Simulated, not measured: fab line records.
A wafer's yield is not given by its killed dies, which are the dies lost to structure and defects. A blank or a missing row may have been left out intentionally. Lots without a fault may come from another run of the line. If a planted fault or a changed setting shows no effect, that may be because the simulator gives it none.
Code-filled problem report in 8D (eight disciplines) form || flow sky130 || the parts of the form that need people (team, actions taken, sign-off) are left out

== 1. WHAT IS WRONG ==
POLY_GATE_CVD_00_THK at SKY_POLY_GATE_THK_MEAS_01 reads a mean of 129.2 nm on 6 wafers of 2 lots; wafers without a fault read 180.9 nm with a standard deviation of 1.7. Measured from the usual mean, that is -30 standard deviations.
Seen first at day 17 20:26 on film_metro-01, wafer L359.1. Wafers with a number at this step in the record: 30, from 10 lots. Rule for "out", or "out of limits": more than 4 standard deviations from the usual mean. All remaining wafers that have a number are taken as sound.

== 2. WHAT IT IS, WHAT IT ISN'T ==
{"question": "which readings at this step", "is": "POLY_GATE_CVD_00_THK", "is not": "-"}
{"question": "which lots", "is": "L359, L360", "is not": "L348, L351, L355, L356, L367, L368, L369, L370"}
{"question": "which wafers of those lots", "is": "all that have a number", "is not": "-"}
{"question": "read on which gauges", "is": "film_metro-01, film_metro-04", "is not": "film_metro-02"}
{"question": "when", "is": "from day 17 20:26", "is not": "up to then (12 sound wafers); but 12 sound wafers of L367, L368, L369, L370 came after"}

== 3. THE SUSPECTS, EACH WITH WHAT RULES IT OUT ==
Counting: a tool at a process step up to the reading stays a suspect if it ran every lot that is out and no sound lot after the first of them.
- the gauge at SKY_POLY_GATE_THK_MEAS_01 has been ruled out. The wafers that are out were read on 2 gauges (film_metro-01, film_metro-04).
- lpcvd-01 at SKY_POLY_GATE_CVD_00 (deposits poly-Si, target thk 180 nm, time 720 s): ruled out as a lasting fault. Following L359 (day 17 19:14), the first lot on it that is out, the sound lots L367, L369, L368, L370 were run on it.
Left after counting: nothing in the record.

== 4. THE CAUSE (what the simulator had put in) ==
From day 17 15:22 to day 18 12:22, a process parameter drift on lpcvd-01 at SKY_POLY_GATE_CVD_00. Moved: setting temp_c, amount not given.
It was ruled out by counting, in error; the rule expects a fault to strike all lots run on its tool from its start on, and this fault did not.

== 5. THE EFFECT CHAIN, in route order ==
Each row: a reading where the mean over the struck wafers with a number is more than 3 standard deviations away from the usual. Only readings for which the record gives a usual standard deviation are gone through. hours: the time from each lot's start at the first step in this table that gives one to its start at this step, as a median over the lots. sigmas: the change in usual standard deviations.
{"hours": 0, "step": "SKY_POLY_GATE_CVD_00", "reading": "spike_tc_bottom_C", "usual": "640.9 C", "on struck wafers": 625.5, "change": -15.4, "sigmas": -5.9}
{"hours": 0, "step": "SKY_POLY_GATE_CVD_00", "reading": "spike_tc_centre_C", "usual": "618.9 C", "on struck wafers": 603.9, "change": -15.0, "sigmas": -14}
{"hours": 0, "step": "SKY_POLY_GATE_CVD_00", "reading": "spike_tc_lower_C", "usual": "619.8 C", "on struck wafers": 605.5, "change": -14.3, "sigmas": -14}
{"hours": 0, "step": "SKY_POLY_GATE_CVD_00", "reading": "spike_tc_top_C", "usual": "642.8 C", "on struck wafers": 628.5, "change": -14.3, "sigmas": -12}
{"hours": 0, "step": "SKY_POLY_GATE_CVD_00", "reading": "spike_tc_upper_C", "usual": "619.2 C", "on struck wafers": 605.2, "change": -14.0, "sigmas": -14}
{"hours": 0, "step": "SKY_POLY_GATE_CVD_00", "reading": "susceptor_temp_C", "usual": "620.08 C", "on struck wafers": 605.66, "change": -14.42, "sigmas": -51}
{"hours": 1, "step": "SKY_POLY_GATE_THK_MEAS_01", "reading": "POLY_GATE_CVD_00_THK", "usual": "180.9 nm", "on struck wafers": 129.2, "change": -51.8, "sigmas": -30}
{"hours": 64, "step": "SKY_POLY_GATE_ETCH_17", "reading": "oes_product_au", "usual": "0.984 a.u.", "on struck wafers": 0.795, "change": -0.189, "sigmas": -22}
Here are the process steps it includes:
- SKY_POLY_GATE_CVD_00: deposits poly-Si, target thk 180 nm, time 720 s.
- SKY_POLY_GATE_ETCH_17: etches poly-Si in HBr/Cl2, stops on SiO2, target depth 180 nm, time 70.5 s.

== 6. WHAT WOULD HAVE CAUGHT IT SOONER ==
The first out-of-limits reading at a measuring or inspecting step in this record came at day 17 20:26, 5 hours after the fault's start at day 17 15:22.
The tool's own readings at SKY_POLY_GATE_CVD_00 were out on every struck wafer that the step has a row for (spike_tc_bottom_C, spike_tc_centre_C, spike_tc_lower_C, spike_tc_top_C, spike_tc_upper_C, susceptor_temp_C): an alarm limit on them would have fired on the first of those.
